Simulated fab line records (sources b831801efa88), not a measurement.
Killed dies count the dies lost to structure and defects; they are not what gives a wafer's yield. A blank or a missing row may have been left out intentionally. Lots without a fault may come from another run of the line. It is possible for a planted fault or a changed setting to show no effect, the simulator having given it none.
Matching of chambers -- flow sky130 -- cmp-02 running SKY_VIA2_CMP_02: 4 sister chambers
The step polishes SiO2. 4 wafers are shown with their chamber, then 8 later ones without.

== WAFERS WITH THEIR CHAMBER ==
wafer,chamber,motor current A (A)
L129.5,0,9.7
L131.1,3,13.1
L131.4,1,11.1
L132.2,2,10.9

== WAFERS WHOSE CHAMBER IS MISSING ==
wafer,motor current A (A)
L132.4,10.8
L132.5,9.0
L140.2,12.9
L140.3,10.8
L140.5,10.9
L143.3,13.4
L143.4,11.1
L143.5,10.4

== WHICH CHAMBER EACH ONE RAN IN ==
wafer,from the rows above,in truth
L132.4,can't be placed: 2 or 1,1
L132.5,0,0
L140.2,3,3
L140.3,can't be placed: 2 or 1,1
L140.5,can't be placed: 2 or 1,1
L143.3,3,3
L143.4,can't be placed: 1 or 2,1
L143.5,can't be placed: 2 or 1 or 0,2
3 of 8 placed correctly. These rows do not allow placing 5 (true chamber among the candidates in 5). Placed wrongly: 0.
How it was worked out, from the rows above alone: a wafer's distance from a chamber is the root of the sum, over the readings, of the square of ((its reading less the chamber's mean) divided by the reading's scatter). If the next closest chamber is less than 2 further off than the closest, the wafer can't be placed; otherwise it belongs to the closest. For every chamber, the mean is computed from those of its wafers that are shown. The scatter: with one shown wafer a chamber, the root of the mean of the squares of how far each hidden wafer lies from its nearest shown one.
